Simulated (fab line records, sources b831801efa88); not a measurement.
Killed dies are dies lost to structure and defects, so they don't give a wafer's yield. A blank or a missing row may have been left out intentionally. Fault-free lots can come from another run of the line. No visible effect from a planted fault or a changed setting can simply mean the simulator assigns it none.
What tool caused it? ; flow sky130 ; 14 lots with 42 wafers sampled at 3 steps, on a route of 708 steps

WHAT THE GAUGES READ, wafer by wafer
The record holds no reading of a measuring or inspecting step that can be judged against a usual standard deviation.

WHAT TOOL EACH LOT RAN ON (gives the tool, then ch and the chambers of the sampled wafers, and finally the start)
lot;SKY_METAL1_SPUTTER_00;SKY_VIA1_DEVELOP_11;SKY_VIA1_CMP_24
L425;pvd sputter-03, day 32 09:50;litho track-04 ch 0, day 34 16:00;cmp-01 ch 0,1, day 34 17:47
L426;pvd sputter-03, day 33 02:41;litho track-02 ch 0, day 35 09:00;cmp-01 ch 0,2,3, day 35 10:52
L427;pvd sputter-03, day 33 03:41;litho track-01 ch 0, day 35 11:00;cmp-01 ch 1,2, day 35 12:23
L429;pvd sputter-02, day 33 10:50;litho track-04 ch 0, day 35 17:00;cmp-02 ch 0,1, day 35 18:23
L430;pvd sputter-04, day 33 20:42;litho track-04 ch 0, day 36 02:00;cmp-01 ch 0,2, day 36 04:01
L431;pvd sputter-03, day 34 20:16;litho track-02 ch 0, day 37 01:00;cmp-02 ch 1,2,3, day 37 03:19
L432;pvd sputter-03, day 35 04:32;litho track-02 ch 0, day 37 10:00;cmp-02 ch 0,2, day 37 11:24
L434;pvd sputter-03, day 35 11:45;litho track-01 ch 0, day 37 18:00;cmp-01 ch 1,3, day 37 19:44
L435;pvd sputter-04, day 35 13:27;litho track-04, day 37 19:00;cmp-01 ch 1,2,3, day 37 20:35
L437;pvd sputter-03, day 36 07:29;litho track-01, day 38 13:00;cmp-02 ch 0,2,3, day 38 14:23
L439;pvd sputter-04, day 36 16:32;litho track-04 ch 0, day 38 21:00;cmp-01 ch 0,1,2, day 38 23:05
L441;pvd sputter-03, day 37 13:25;litho track-01 ch 0, day 39 17:00;cmp-02 ch 0,1,3, day 39 18:51
L442;pvd sputter-02, day 38 06:29;litho track-02 ch 0, day 40 08:00;cmp-01 ch 1,2,3, day 40 09:49
L445;pvd sputter-03, day 38 12:07;litho track-01 ch 0, day 40 14:00;cmp-02 ch 1,2,3, day 40 16:29
- SKY_METAL1_SPUTTER_00: material Ti, target thk 15 nm, time 10 s.
- SKY_VIA1_DEVELOP_11: develop time 60 s.
- SKY_VIA1_CMP_24: polishes, stops on SiO2, t overpolish 15 s, target thk 0 nm.

WHAT THE TOOLS THEMSELVES READ (means of the sampled wafers that have a number; where no wafer has one, the mark that the record gives instead)
SKY_METAL1_SPUTTER_00. Usual: 30.0 % for throttle valve pct, sd 1.1.
lot;tool;throttle valve pct (%);flag
L425;pvd sputter-03;30.3;
L426;pvd sputter-03;30.4;
L427;pvd sputter-03;30.4;
L429;pvd sputter-02;29.0;
L430;pvd sputter-04;29.0;
L431;pvd sputter-03;29.8;
L432;pvd sputter-03;29.9;
L434;pvd sputter-03;29.8;
L435;pvd sputter-04;29.4;
L437;pvd sputter-03;30.0;
L439;pvd sputter-04;29.8;
L441;pvd sputter-03;30.7;
L442;pvd sputter-02;29.5;
L445;pvd sputter-03;30.1;

SKY_VIA1_DEVELOP_11. Usual: 22.99 C for chill plate temp C, sd 0.098.
lot;tool;chill plate temp C (C);flag
L425;litho track-04;23.05;
L426;litho track-02;22.93;
L427;litho track-01;22.94;
L429;litho track-04;22.95;
L430;litho track-04;22.97;
L431;litho track-02;23.13;
L432;litho track-02;23.00;
L434;litho track-01;23.05;
L435;litho track-04;-;OFF
L437;litho track-01;-;OFF
L439;litho track-04;22.96;
L441;litho track-01;22.95;
L442;litho track-02;23.12;
L445;litho track-01;23.14;

SKY_VIA1_CMP_24. Usual: 11.5 A for motor current A, sd 1.6.
lot;tool;motor current A (A);flag
L425;cmp-01;12.6;
L426;cmp-01;11.1;
L427;cmp-01;10.3;
L429;cmp-02;10.4;
L430;cmp-01;9.5;
L431;cmp-02;11.7;
L432;cmp-02;11.5;
L434;cmp-01;13.4;
L435;cmp-01;11.4;
L437;cmp-02;11.3;
L439;cmp-01;11.3;
L441;cmp-02;10.8;
L442;cmp-01;11.0;
L445;cmp-02;11.5;

THE ANSWER, worked out from the rows above alone
Rule: take the mean of a lot's wafers that have a number; if it is more than 3 standard deviations from the usual mean, the lot is off. A lot without any number at a reading at which 4 lots or more have one is off too. Where the step has rows for the other lots, those lots are counted as sound. First the gauges in route order, then the tools' own readings, where a lot's mean is used as printed above. At the first step where some lot is off, the reading lying furthest off is the one used; lots without a number count as furthest.
Off, at SKY_VIA1_DEVELOP_11 on chill plate temp C: L435, L437. Without a number there: L435, L437.
If a tool, at that step or one of the process steps before it, ran each lot that is off and ran no sound lot following the first of them, it fits. None of those tried fits.

WHAT THE SIMULATOR HAD INSERTED
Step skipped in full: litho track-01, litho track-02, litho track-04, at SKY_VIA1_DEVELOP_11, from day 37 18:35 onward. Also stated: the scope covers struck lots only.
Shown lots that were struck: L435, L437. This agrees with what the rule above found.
